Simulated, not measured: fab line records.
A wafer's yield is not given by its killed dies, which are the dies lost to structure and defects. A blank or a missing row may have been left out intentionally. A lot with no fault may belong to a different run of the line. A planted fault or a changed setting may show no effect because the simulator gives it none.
Struck lot and sound lot, side by side ; flow sky130 ; 21 steps out of a route of 708
Sound: the wafers L992.1, L992.2, L992.6. Struck: wafers L996.1, L996.2, L996.3. The cause is given at the end.
Each step with rows lists, per side, the tool, then ch with its chambers, then its first start. Under that, the readings that differ: sound wafers ; struck wafers ; difference of the means ; sigmas: that difference in standard deviations of wafers without a fault.
alike: a reading whose means differ by less than 2 such deviations, as well as words and numbers matching on both sides. not compared: withheld readings; readings where some wafer has no value; bounds like >300 that might hide an equal value; numbers whose values overlap and for which the record gives no deviation.
Wherever a step has rows on one side only, a row that says differs or no value, or a row with sigmas, the two part there. Numbers that don't overlap but have no deviation are shown without sigmas and don't part them. Lack of a reading on every wafer of one side parts them only where that side has two or more wafers.

first, 3 steps without rows for these wafers: SKY_LDD_P_EXPOSE_04 (exposes mask PSDM, target cd 380 nm); SKY_LDD_P_PEB_05; SKY_LDD_P_DEVELOP_06 (develop time 60 s).
SKY_LDD_P_CD_MEAS_07: target cd 380 nm.
  struck on cd_sem-01, day 22 04:11; sound on cd_sem-02, day 20 22:19
  alike: cd_nm
SKY_LDD_P_OVL_MEAS_08:
  struck on overlay-02, day 22 04:19; sound on overlay-02, day 20 22:26
  alike: LDD_P_OVL
then, 1 step without rows for these wafers: SKY_LDD_P_IMPLANT_09.
SKY_LDD_P_STRIP_10: strips in O2/N2.
  sound on plasma_asher-02 ch 0,1, day 20 22:37; struck on plasma_asher-04 ch 0,1, day 22 04:29
reading;sound;struck;difference;sigmas
strip_time_to_endpoint_s (s);14.20 14.21 14.24;14.15 14.11 14.13;-0.09;-3
  alike: chamber_pressure_mTorr, drypump_motor_current_A, oes_product_au
  not compared: rf_hours_counter_h
SKY_LDD_P_TW_MEAS_11:
  struck on film_metro-01, day 22 04:35; sound on film_metro-02, day 20 22:43
  alike: LDD_P_TW
then, 4 steps without rows for these wafers: SKY_LDD_HVN_DEHYDRATE_00 (time 60 s); SKY_LDD_HVN_HMDS_01 (prime time 60 s); SKY_LDD_HVN_COAT_02 (resist thk 300 nm); SKY_LDD_HVN_SOFTBAKE_03 (time 60 s).
SKY_LDD_HVN_EXPOSE_04: exposes mask HVNTM, target cd 700 nm.
  sound on iline_stepper-01 ch 0, day 21 14:43; struck on iline_stepper-02 ch 0, day 22 19:26
reading;sound;struck;difference;sigmas
mask;HVNTM#0 HVNTM#0 HVNTM#0;PSDM#0 PSDM#0 PSDM#0;differs;
  alike: focus_offset_nm
then, 2 steps without rows for these wafers: SKY_LDD_HVN_PEB_05; SKY_LDD_HVN_DEVELOP_06 (develop time 60 s).
SKY_LDD_HVN_OVL_MEAS_07:
  struck on overlay-01, day 23 10:35; sound on overlay-02, day 22 05:51
reading;sound;struck;difference;sigmas
LDD_HVN_OVL (nm);-1.2 -1.1 -2.4;- - -;no value on the struck wafers;
then, 1 step without rows for these wafers: SKY_LDD_HVN_IMPLANT_08.
SKY_LDD_HVN_STRIP_09: strips in O2/N2.
  sound on plasma_asher-04 ch 0,1, day 22 06:02; struck on plasma_asher-02 ch 0,1, day 23 10:46
  alike: chamber_pressure_mTorr, drypump_motor_current_A, oes_product_au, strip_time_to_endpoint_s
  not compared: rf_hours_counter_h
SKY_LDD_HVN_TW_MEAS_10:
  struck on film_metro-04, day 23 10:52; sound on film_metro-04, day 22 06:08
reading;sound;struck;difference;sigmas
LDD_HVN_TW;1444 1447 1452;30 30 30;-1418;-99 or more
then, 1 step without rows for these wafers: SKY_LDD_HVP_DEHYDRATE_00 (time 60 s).
-- here the record skips 24 days between the struck wafers' starts before and after, leaving off in module LDD_HVP and picking up in module PAD_OPEN (first step shown: number 708 of the route) --
SKY_PAD_OPEN_PROBE_99:
  struck on prober-01, day 47 20:53; sound on prober-02, day 47 14:35
reading;sound;struck;difference;sigmas
model.etest.pfet_01v8.r_on_ohm_um;2841 2883 2826;5896 5927 5907;+3060;
model.etest.pfet_g5v0d10v5.r_on_ohm_um;4689 4826 4765;6424 6249 6380;+1591;
model.etest.pfet_16v.r_on_ohm_um;1.528e+04 1.526e+04 1.544e+04;1.645e+04 1.603e+04 1.606e+04;+8.533e+02;
model.etest.nfet_g5v0d10v5.r_on_ohm_um;1858 1873 1866;2296 2276 2288;+421;
model.etest.pfet_01v8.drive_ua_um;199.4 197.8 200;61.54 61.31 62.54;-137.27;
model.etest.pfet_01v8_lvt.drive_ua_um;175.4 174.3 175.8;73.78 74.31 74.11;-101.10;
model.etest.pfet_01v8_hvt.drive_ua_um;148.6 145.9 149;48.38 49.8 49.72;-98.53;
model.etest.pfet_g5v0d10v5.drive_ua_um;343.8 340.6 339.4;242.3 249.6 244.3;-95.9;

## WHERE THEY PART
Earliest at SKY_LDD_P_STRIP_10; latest, in this record, at SKY_LDD_HVN_TW_MEAS_10.

WHY: what the simulator had put in
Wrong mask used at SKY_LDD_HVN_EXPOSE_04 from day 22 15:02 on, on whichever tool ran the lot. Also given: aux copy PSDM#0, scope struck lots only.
